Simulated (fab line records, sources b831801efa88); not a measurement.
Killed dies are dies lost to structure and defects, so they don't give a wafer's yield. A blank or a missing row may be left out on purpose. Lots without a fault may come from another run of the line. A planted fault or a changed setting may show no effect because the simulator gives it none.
One fault seen from 2 desks | flow gf180mcu | each desk has only its own numbers; what lay behind them comes last

THE METROLOGY DESK
What the gauges read, lot by lot, whatever tool the lot ran on: means of the sampled wafers that have a number. A lot is out of limits, marked OUT, if its mean lies more than 4 standard deviations from the usual mean; the brackets give that distance.
Columns: A = V3_BOW at GF_V3_BOW_MEAS_05, usual 116 um; B = cd_nm at GF_V3_CD_MEAS_14, usual 260.1 nm
lot  | first seen here | A   | B
L606 | day 21 01:49    | 118 | 258.5
L610 | day 23 00:26    | 117 | 258.9
L611 | day 23 12:16    | 115 | 258.2
L614 | day 24 11:14    | 107 | 262.0
L616 | day 24 22:23    | 112 | 260.4
L618 | day 25 18:26    | 107 | 261.9
L621 | day 26 16:31    | 112 | 258.0
L622 | day 27 01:27    | 120 | 268.9 (+5.8) OUT
L624 | day 27 15:25    | 124 | 268.5 (+5.6) OUT
L626 | day 28 05:12    | 114 | 259.0
L627 | day 28 11:34    | 108 | 260.8
L629 | day 28 18:26    | 115 | 259.8
This desk's finding: out of limits on L622, L624; first on L622, day 27 21:46 (cd_nm at GF_V3_CD_MEAS_14). In limits: L606, L610, L611, L614, L616, L618, L621, L626, L627, L629.

THE TOOL OWNER'S DESK: litho_track-01
The tool's own readings at GF_V3_PEB_12 (peb time 90 s): means of the sampled wafers that have a number, for each lot that ran on this tool. A lot is out of limits, marked OUT, if its mean lies more than 4 standard deviations from the usual mean; the brackets give that distance.
Columns: A = heater_power_total_W at GF_V3_PEB_12, usual 85.70 W; B = plate_temp_C at GF_V3_PEB_12, usual 135.02 C
lot  | first seen here | A               | B
L610 | day 23 22:55    | 85.63           | 135.01
L614 | day 25 08:37    | 85.71           | 134.92
L616 | day 25 19:14    | 85.76           | 134.98
L621 | day 27 11:56    | 85.64           | 134.90
L622 | day 27 21:26    | 88.90 (+36) OUT | 139.07 (+31) OUT
L624 | day 28 10:31    | 88.91 (+36) OUT | 139.00 (+31) OUT
This desk's finding: out of limits on L622, L624; first on L622, day 27 21:26 (heater_power_total_W at GF_V3_PEB_12). In limits: L610, L614, L616, L621.

PUT TOGETHER
The tool owner's desk could have raised an alarm at day 27 21:26, on L622, L624.
The metrology desk could have raised an alarm at day 27 21:46, on L622, L624.
Of the lots named, all ran GF_V3_PEB_12 on litho_track-01.

WHAT THE SIMULATOR HAD PUT IN
Process parameter drift: litho_track-01, from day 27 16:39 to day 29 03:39, at GF_V3_PEB_12. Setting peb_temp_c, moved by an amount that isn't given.
Lots struck among those shown: L622, L624.
Hours from the fault's start to each desk's first reading out of limits: the tool owner's desk, 5; the metrology desk, 5.
